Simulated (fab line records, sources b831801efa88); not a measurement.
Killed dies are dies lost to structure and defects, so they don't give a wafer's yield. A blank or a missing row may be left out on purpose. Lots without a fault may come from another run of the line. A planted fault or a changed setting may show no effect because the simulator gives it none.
Chamber matching | flow gf180mcu | GF_V5_CVD_02 on pecvd-01: 3 sister chambers
The step deposits SiO2 from TEOS, target thk 1450 nm, time 163.28 s. 6 wafers are shown with their chamber, then 9 later ones without.

WAFERS WITH THEIR CHAMBER
wafer  | chamber | heater_power_w (W)
L084.6 | 1       | 704
L085.4 | 0       | 551
L085.5 | 2       | 543
L086.1 | 0       | 589
L086.2 | 2       | 660
L086.5 | 1       | 858

WAFERS WITHOUT THEIR CHAMBER
wafer  | heater_power_w (W)
L094.1 | 587
L094.2 | 809
L094.3 | 651
L094.4 | 540
L094.5 | 880
L094.6 | 675
L095.1 | 673
L095.2 | 744
L095.3 | 854

WHICH CHAMBER EACH WENT THROUGH
wafer  | from the rows above          | in truth
L094.1 | can't be placed: 2 or 0      | 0
L094.2 | 1                            | 1
L094.3 | can't be placed: 2 or 0 or 1 | 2
L094.4 | can't be placed: 0 or 2      | 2
L094.5 | 1                            | 1
L094.6 | can't be placed: 2 or 0 or 1 | 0
L095.1 | can't be placed: 2 or 0 or 1 | 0
L095.2 | can't be placed: 1 or 2 or 0 | 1
L095.3 | 1                            | 1
Placed correctly: 3 of 9. Can't be placed from these rows: 6 (the true chamber is among the candidates in 6). Placed wrongly: 0.
How it was worked out, from the rows above alone: a wafer's distance from a chamber is the root of the sum, over the readings, of the square of ((its reading less the chamber's mean) divided by the reading's scatter). The wafer belongs to the nearest chamber; if the next one is less than 2 further off, it can't be placed. A chamber's mean is the mean of its shown wafers. The scatter: the root of (the sum of the squares of (reading less its chamber's mean) over the shown wafers, divided by (wafers less chambers)).
